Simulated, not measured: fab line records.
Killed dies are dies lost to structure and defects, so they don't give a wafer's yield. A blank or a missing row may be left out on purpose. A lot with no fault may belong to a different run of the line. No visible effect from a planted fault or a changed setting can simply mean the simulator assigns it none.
Matching of chambers	flow sky130	4 sister chambers for SKY_VIA3_ETCH_14 on rie diel-02
The step etches BARC in N2/H2, stops on SiO2, time 45.9 s, target depth 60 nm. 8 wafers are shown with their chamber, then 8 later ones without.

## WAFERS PAIRED WITH THEIR CHAMBERS
wafer	chamber	drypump motor current A (A)	throttle valve pct (%)
L081.5	0	5.7	13.227
L084.1	3	5.9	13.210
L084.5	2	5.8	13.220
L084.6	1	5.0	13.216
L085.1	1	4.9	13.215
L085.2	0	5.7	13.220
L085.3	2	5.8	13.202
L088.4	3	5.9	13.227

## WAFERS MISSING THEIR CHAMBER
wafer	drypump motor current A (A)	throttle valve pct (%)
L088.5	5.0	13.226
L088.6	5.7	13.230
L090.1	5.9	13.214
L090.4	5.6	13.229
L090.6	5.0	13.251
L091.2	5.9	13.243
L091.5	5.8	13.238
L091.6	5.6	13.225

## EACH ONE'S CHAMBER
wafer	from the rows above	in truth
L088.5	1	1
L088.6	0	0
L090.1	3	3
L090.4	0	0
L090.6	1	1
L091.2	can't be placed: 3 or 2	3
L091.5	can't be placed: 2 or 0 or 3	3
L091.6	0	0
Correctly placed: 6 of 8. These rows do not allow placing 2 (true chamber among the candidates in 2). 0 placed wrongly.
How it was worked out, from the rows above alone: a wafer's distance from a chamber is the root of the sum, over the readings, of the square of ((its reading less the chamber's mean) divided by the reading's scatter). If the next closest chamber is less than 2 further off than the closest, the wafer can't be placed; otherwise it belongs to the closest. Each chamber's mean is taken over the wafers shown for it. How the scatter is found: for the shown wafers, subtract from each reading the mean of its chamber, square and add these, divide the total by (wafers less chambers), then take the root.
